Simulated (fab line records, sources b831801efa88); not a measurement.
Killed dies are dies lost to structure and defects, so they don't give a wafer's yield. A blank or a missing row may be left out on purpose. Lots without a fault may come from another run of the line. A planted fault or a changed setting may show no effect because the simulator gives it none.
fab line records | flow sfq_line
record lots=13 wafers=39 last_day=87
route steps=325 shown M1@71 R5@223 C5@243 I6@266
lots that met no fault: from a run of the same line without faults
start_h: hours from the record's first day to the start of the lot's first wafer shown | wait_h: hours since the lot's step before | " the same as in the row above | L1.1+2: a row that stands for several wafers | - no value, or no start given | * or withheld: withheld | < > ~ a bound
route shown NAME@n: a module of which the file shows steps, and the number in the route of the first | usual: mean/standard deviation of fault-free wafers | same: alike in all rows | chamber/n: place in a boat | sites: the reading at each site | _std_site: their standard deviation | _edge_site: outer sites' mean less inner sites' | radius_mm: how far each site lies from the wafer's centre | mask NAME#n: copy n | behind: the tool/chamber that last shaped the wafer | hold: why the lot was held/for how many hours/how that ended | device: the transistor (n, p or np) that didn't switch | end of line: the same wafers' tests at the end of the route | a step without rows: its recipe alone | killed: dies lost to structure and defects at the first sort, not the wafer's yield | map: a wafer's dies, x killed, . not, _ none there
set.NAME: the setting as run; set.NAME@STEP: as run at that earlier step | model.NAME: the simulator's own value behind a step, which no gauge read
steps of the route over a sample of lots; a table a step, a row a wafer
services: from which hour (start_h, from the record's first day; less than 0 if before it) a tool's chamber was out of use, for how many hours, and why
## steps
# step SFQ_TRILAYER_M1_STRIP_STRIP_043
# recipe gas=O2 power_w=200 platen_temp_c=40 overash_fraction=0.65 chemistry=O2 pressure_mtorr=50
# usual drypump_motor_current_A=5.7/0.33 oes_product_au=0.998/0.011
# columns lot.wafer tool chamber start_h wait_h drypump_motor_current_A oes_product_au rf_hours_counter_h
L400.1 rie_metal-04 0 404.89 0.1 5.0 0.993 124
L400.5 " 1 " " 5.8 1.006 -
L400.6 " 0 " " 5.0 1.005 -
L401.1 rie_metal-03 1 412.28 0.2 6.0 1.017 58
L401.3 " 1 " " 6.0 1.010 -
L401.4 " 1 " " 6.0 1.022 -
L402.2 rie_metal-02 0 414.49 0.1 5.6 1.004 63
L402.4 " 1 " " 5.8 0.990 -
L402.6 " 1 " " 5.7 0.977 -
L403.2 rie_metal-02 1 432.95 0.1 5.8 0.979 155
L403.5 " 0 " " 5.7 0.999 -
L403.6 " 1 " " 5.7 0.987 -
L404.1 rie_metal-03 1 442.51 0.1 6.0 1.023 66
L404.5 " 1 " " 6.0 1.007 -
L404.6 " 0 " " 5.9 0.979 -
L411.1 rie_metal-03 0 511.04 0.1 5.9 0.992 11
L411.3 " 1 " " 6.0 1.020 -
L411.6 " 0 " " 5.9 0.990 -
L417.1 rie_metal-02 0 553.84 0.1 5.6 1.007 85
L417.3 " 0 " " 5.6 0.995 -
L417.4 " 1 " " 5.7 0.993 -
L418.2 rie_metal-04 1 720.21 0.1 5.8 0.996 104
L418.3 " 1 " " 5.8 0.989 -
L418.6 " 0 " " 5.0 1.006 -
L419.1 rie_metal-03 0 729.75 0.1 5.9 0.982 45
L419.4 " 1 " " 6.0 0.986 -
L419.5 " 1 " " 6.0 0.989 -
L420.2 rie_metal-02 0 748.95 0.1 5.7 1.001 109
L420.3 " 0 " " 5.7 0.993 -
L420.4 " 1 " " 5.8 0.989 -
L421.1 rie_metal-03 1 755.67 0.1 6.0 0.992 114
L421.3 " 1 " " 6.0 0.994 -
L421.5 " 0 " " 5.9 0.979 -
L422.1 rie_metal-03 1 759.27 0.1 6.0 1.002 115
L422.3 " 1 " " 6.0 0.994 -
L422.6 " 1 " " 6.0 0.994 -
L423.2 rie_metal-04 1 764.07 0.1 5.8 0.996 109
L423.5 " 1 " " 5.8 1.008 -
L423.6 " 0 " " 5.0 1.017 -
# step SFQ_R5_OVL_MEAS_935
# usual R5_OVL=-3/6.2
# columns lot.wafer tool chamber start_h wait_h R5_OVL[nm]
L400.1 overlay-02 - 1446.58 0.1 -1
L400.5 " - " " 0
L400.6 " - " " 1
L401.1 overlay-02 - 1452.58 0.1 -2
L401.3 " - " " -3
L401.4 " - " " 0
L402.2 overlay-02 - 1460.98 0.1 0
L402.4 " - " " 0
L402.6 " - " " -4
L403.2 overlay-01 - 1465.78 0.1 -2
L403.5 " - " " -9
L403.6 " - " " -5
L404.1 overlay-02 - 1580.35 0.1 -5
L404.5 " - " " 2
L404.6 " - " " -3
L411.1 overlay-01 - 1637.68 0.1 -6
L411.3 " - " " -14
L411.6 " - " " -10
L417.1 overlay-01 - 1657.23 0.1 8
L417.3 " - " " 7
L417.4 " - " " -6
L418.2 overlay-01 - 1658.44 0.1 -2
L418.3 " - " " -7
L418.6 " - " " -4
L419.1 overlay-02 - 1661.28 0.1 1
L419.4 " - " " 3
L419.5 " - " " 3
L420.2 overlay-02 - 1681.99 0.1 -4
L420.3 " - " " 2
L420.4 " - " " -1
L421.1 overlay-02 - 1683.18 0.1 -3
L421.3 " - " " -4
L421.5 " - " " -3
L422.1 overlay-02 - 1684.38 0.1 1
L422.3 " - " " 4
L422.6 " - " " 6
L423.2 overlay-02 - 1691.05 0.1 4
L423.5 " - " " -1
L423.6 " - " " 7
# step SFQ_TRILAYER_C5_LITHO_EXPOSE_152
# recipe mask_id=C5 na=0.6 source_shape=conventional sigma_outer=0.65 target_cd_nm=500 dose_mj=21.3
# usual exposure_dose_mJ_cm2=21.297/0.023
# same sigma_outer=0.65
# columns lot.wafer tool chamber start_h wait_h mask exposure_dose_mJ_cm2
L400.1 krf_scanner-01 0 1458.28 - C5#0 21.314
L400.5 " 0 " " C5#0 21.312
L400.6 " 0 " " C5#0 21.341
L401.1 krf_scanner-01 0 1461.88 - C5#0 21.319
L401.3 " 0 " " C5#0 21.299
L401.4 " 0 " " C5#0 21.281
L402.2 krf_scanner-01 0 1470.08 - C5#0 22.759
L402.4 " 0 " " C5#0 22.798
L402.6 " 0 " " C5#0 22.780
L403.2 krf_scanner-01 0 1471.28 - C5#0 22.771
L403.5 " 0 " " C5#0 22.788
L403.6 " 0 " " C5#0 22.787
L404.1 krf_scanner-02 0 1719.92 - C5#0 21.283
L404.5 " 0 " " C5#0 21.317
L404.6 " 0 " " C5#0 21.275
L411.1 krf_scanner-01 0 1829.48 - C5#0 22.725
L411.3 " 0 " " C5#0 22.783
L411.6 " 0 " " C5#0 22.778
L417.1 krf_scanner-02 0 1848.18 - C5#0 21.304
L417.3 " 0 " " C5#0 21.318
L417.4 " 0 " " C5#0 21.298
L418.2 krf_scanner-02 0 1849.58 - C5#0 21.317
L418.3 " 0 " " C5#0 21.347
L418.6 " 0 " " C5#0 21.290
L419.1 krf_scanner-02 0 1852.98 - C5#0 21.326
L419.4 " 0 " " C5#0 21.293
L419.5 " 0 " " C5#0 21.302
L420.2 krf_scanner-02 0 1859.18 - C5#0 21.286
L420.3 " 0 " " C5#0 21.265
L420.4 " 0 " " C5#0 21.290
L421.1 krf_scanner-02 0 1860.18 - C5#0 21.307
L421.3 " 0 " " C5#0 21.312
L421.5 " 0 " " C5#0 21.296
L422.1 krf_scanner-02 0 1863.78 - C5#0 21.309
L422.3 " 0 " " C5#0 21.315
L422.6 " 0 " " C5#0 21.338
L423.2 krf_scanner-02 0 1868.78 - C5#0 21.284
L423.5 " 0 " " C5#0 21.259
L423.6 " 0 " " C5#0 21.299
# step SFQ_TRILAYER_I6_DEP_PECVD_165
# recipe material=SiO2 temp_c=150 time_s=111.11 pressure_torr=2.4 rf_w=183.3 precursor=SiH4/N2O target_thk_nm=500
# usual heater_power_outer_w=33/9.8 heater_power_w=90/18 rf_fwd_power_W=182.3/0.67 throttle_valve_pct=24.5/1.1
# columns lot.wafer tool chamber start_h wait_h heater_power_outer_w heater_power_w rf_fwd_power_W throttle_valve_pct
L400.1 pecvd-01 0 1558.55 0.0 18 74 180.5 23.3
L400.5 " 2 " " 25 73 183.1 23.7
L400.6 " 0 " " 20 76 181.0 23.3
L401.1 pecvd-04 1 1563.35 0.0 28 89 181.2 25.6
L401.3 " 2 " " 27 71 183.1 26.6
L401.4 " 2 " " 27 72 183.1 26.7
L402.2 pecvd-03 1 1570.55 0.0 38 120 183.3 26.4
L402.4 " 2 " " 53 114 183.0 25.6
L402.6 " 0 " " 31 87 182.3 24.5
L403.2 pecvd-04 0 1574.15 0.0 32 87 182.1 25.6
L403.5 " 0 " " 33 89 181.3 25.6
L403.6 " 1 " " 21 77 182.0 25.5
L404.1 pecvd-04 0 1731.53 0.0 30 87 182.7 22.6
L404.5 " 1 " " 30 90 181.3 24.0
L404.6 " 2 " " 25 73 182.3 23.8
L411.1 pecvd-03 2 1918.45 0.0 51 110 182.7 25.8
L411.3 " 0 " " 28 81 182.2 24.4
L411.6 " 0 " " 30 86 182.9 24.6
L417.1 pecvd-04 0 1944.06 0.0 34 94 182.8 23.1
L417.3 " 2 " " 26 72 183.9 23.8
L417.4 " 0 " " 36 93 182.7 22.9
L418.2 pecvd-03 2 1945.52 0.0 49 105 182.2 25.7
L418.3 " 0 " " 29 86 182.4 24.6
L418.6 " 2 " " 51 109 182.8 25.5
L419.1 pecvd-04 0 1949.37 0.0 30 87 182.2 23.0
L419.4 " 0 " " 32 89 182.3 23.5
L419.5 " 2 " " 17 59 182.7 24.1
L420.2 pecvd-04 2 1955.31 0.0 23 67 183.4 24.2
L420.3 " 1 " " 33 95 181.3 24.5
L420.4 " 1 " " 20 79 181.4 24.4
L421.1 pecvd-04 1 1957.71 0.0 27 85 182.4 24.5
L421.3 " 0 " " 34 92 181.1 23.4
L421.5 " 2 " " 27 74 181.8 24.0
L422.1 pecvd-04 1 1960.89 0.0 31 90 180.7 24.4
L422.3 " 2 " " 19 63 182.3 23.9
L422.6 " 1 " " 32 94 181.9 24.3
L423.2 pecvd-04 2 1964.49 0.0 20 64 182.3 24.0
L423.5 " 2 " " 22 69 182.2 24.0
L423.6 " 0 " " 23 77 182.2 23.5
## services
# columns tool chamber start_h hours kind
pecvd-04 - 424.37 4.3 pm
pecvd-04 0 462.10 6.5 repair
pecvd-04 2 694.63 5.0 repair
pecvd-04 2 723.30 2.3 repair
pecvd-04 - 839.63 0.5 repair
pecvd-04 - 840.90 2.8 pm
pecvd-04 - 917.35 1.3 repair
pecvd-04 - 944.28 3.7 repair
pecvd-04 - 948.02 5.5 pm
pecvd-04 - 956.46 1.0 repair
pecvd-04 - 1048.48 3.3 repair
pecvd-04 0 1078.29 7.4 repair
pecvd-04 - 1089.70 1.6 repair
pecvd-04 - 1230.18 1.5 repair
pecvd-04 2 1271.94 21.3 repair
pecvd-04 - 1484.19 0.5 repair
pecvd-04 - 1548.06 1.0 repair
pecvd-04 - 1650.95 0.8 repair
pecvd-04 - 1686.25 14.0 pm
pecvd-04 1 1711.69 6.6 repair
pecvd-04 2 1749.52 3.9 repair
pecvd-04 0 1759.49 7.7 repair
pecvd-04 1 1815.29 3.0 repair
pecvd-04 - 1896.41 6.0 pm
## key
first_sign step=SFQ_TRILAYER_C5_LITHO_EXPOSE_152 reading=exposure_dose_mJ_cm2 direction=up sigmas=65 usual=21.297 struck=22.774
effect none on later readings
met_at SFQ_TRILAYER_C5_LITHO_EXPOSE_152
struck_lots L402,L403,L411
not_acting_at SFQ_TRILAYER_M1_STRIP_STRIP_043,SFQ_R5_OVL_MEAS_935,SFQ_TRILAYER_I6_DEP_PECVD_165
onset_between 1461.88 1470.08
fault kind=process_parameter_drift tool=krf_scanner-01 chamber=- onset_h=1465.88 steps=SFQ_TRILAYER_C5_LITHO_EXPOSE_152 channel=dose_mj offset=1.484 shape=step acts_in=these_recipes_only stated=21.3
